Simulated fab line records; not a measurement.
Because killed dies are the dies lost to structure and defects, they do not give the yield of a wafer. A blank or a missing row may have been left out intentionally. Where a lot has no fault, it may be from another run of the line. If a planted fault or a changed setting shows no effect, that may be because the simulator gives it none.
Check for tools in common + flow gf180mcu + Sample size 11 lots and 33 wafers

== THE REASON FOR OPENING IT ==
At GF_STI_THK_MEAS_04 the reading STI_CVD_03_THK is flagged on 2 of 11 lots. Wafers without a fault read 207.1 nm, standard deviation 1.8.
Rule: flag the lot when none of its wafers has a number, or when each of its wafers that has one lies beyond 4 standard deviations from that mean. All remaining lots are regarded as sound.

| lot  | measured    | on           | STI_CVD_03_THK (nm), wafer by wafer | flag    |
|------|-------------|--------------|-------------------------------------|---------|
| L444 | day 1 14:34 | filmMetro-01 | 207.8 208.2 205.6                   |         |
| L445 | day 1 20:10 | filmMetro-01 | 207.8 206.6 207.1                   |         |
| L447 | day 2 06:53 | filmMetro-04 | 206.0 208.3 207.7                   |         |
| L450 | day 2 21:29 | filmMetro-04 | 204.6 205.8 204.8                   |         |
| L452 | day 3 06:19 | filmMetro-01 | 206.2 208.2 205.5                   |         |
| L456 | day 4 01:43 | filmMetro-01 | 207.3 206.5 207.6                   |         |
| L461 | day 5 03:58 | filmMetro-01 | 233.3 234.2 234.4                   | FLAGGED |
| L462 | day 5 08:17 | filmMetro-02 | 233.7 233.8 234.1                   | FLAGGED |
| L465 | day 5 22:34 | filmMetro-02 | 207.3 208.9 207.3                   |         |
| L466 | day 6 03:37 | filmMetro-01 | 206.7 206.1 205.1                   |         |
| L467 | day 6 08:35 | filmMetro-01 | 202.4 204.3 202.0                   |         |
The mean of the flagged lots' numbers is 233.9 nm, +26.8 nm from the usual (+15 standard deviations).

== EACH LOT AND THE TOOL IT RAN ON ==
The record keeps 1 process step preceding the reading, out of 602 steps on the route. Cell contents, in order: the tool; ch with the chambers the sampled wafers went through; the start.
| lot  | flag    | GF_STI_CVD_03              |
|------|---------|----------------------------|
| L444 |         | lpcvd-02 ch 1, day 1 11:34 |
| L445 |         | lpcvd-01 ch 0, day 1 17:10 |
| L447 |         | lpcvd-02 ch 1, day 2 04:55 |
| L450 |         | lpcvd-02 ch 1, day 2 19:29 |
| L452 |         | lpcvd-02 ch 0, day 3 04:20 |
| L456 |         | lpcvd-01 ch 1, day 3 23:41 |
| L461 | FLAGGED | lpcvd-01 ch 0, day 5 01:58 |
| L462 | FLAGGED | lpcvd-01 ch 0, day 5 06:18 |
| L465 |         | lpcvd-01 ch 1, day 5 20:34 |
| L466 |         | lpcvd-02 ch 0, day 6 01:37 |
| L467 |         | lpcvd-02 ch 1, day 6 06:34 |
These steps, and what they do:
- GF_STI_CVD_03: deposits Si3N4 from DCS/NH3, target thk 207.16 nm, time 3551 s.
- GF_STI_THK_MEAS_04

== FLAGGED OVER TOTAL, TOOL BY TOOL (the gauges that took the reading come last) ==
| step               | tool         | lots run | flagged | share of the flagged lots | sound lots run after its first flagged lot |
|--------------------|--------------|----------|---------|---------------------------|--------------------------------------------|
| GF_STI_CVD_03      | lpcvd-01     | 5        | 2       | all                       | 1 (L465)                                   |
| GF_STI_CVD_03      | lpcvd-02     | 6        | 0       | none                      | -                                          |
| GF_STI_THK_MEAS_04 | filmMetro-01 | 7        | 1       | some                      | 2 (L466,L467)                              |
| GF_STI_THK_MEAS_04 | filmMetro-02 | 2        | 1       | some                      | 1 (L465)                                   |
| GF_STI_THK_MEAS_04 | filmMetro-04 | 2        | 0       | none                      | -                                          |

== WHAT IS ALLOWED BY THE TABLE ==
All flagged lots share 1 row of the table, namely lpcvd-01 at GF_STI_CVD_03.
- lpcvd-01 at GF_STI_CVD_03 ran 5 lots, 2 of them flagged. Sound lots ran on it after the first flagged one (L465), which a lasting fault on the whole tool wouldn't allow. Its own readings lie more than 4 standard deviations out on every wafer of the flagged lots: spikeTcCentreC, spikeTcLowerC, susceptorTempC.
Not one row of the table ran every flagged lot while running no sound lot after the first.

== WHAT THE SIMULATOR HAD INSERTED ==
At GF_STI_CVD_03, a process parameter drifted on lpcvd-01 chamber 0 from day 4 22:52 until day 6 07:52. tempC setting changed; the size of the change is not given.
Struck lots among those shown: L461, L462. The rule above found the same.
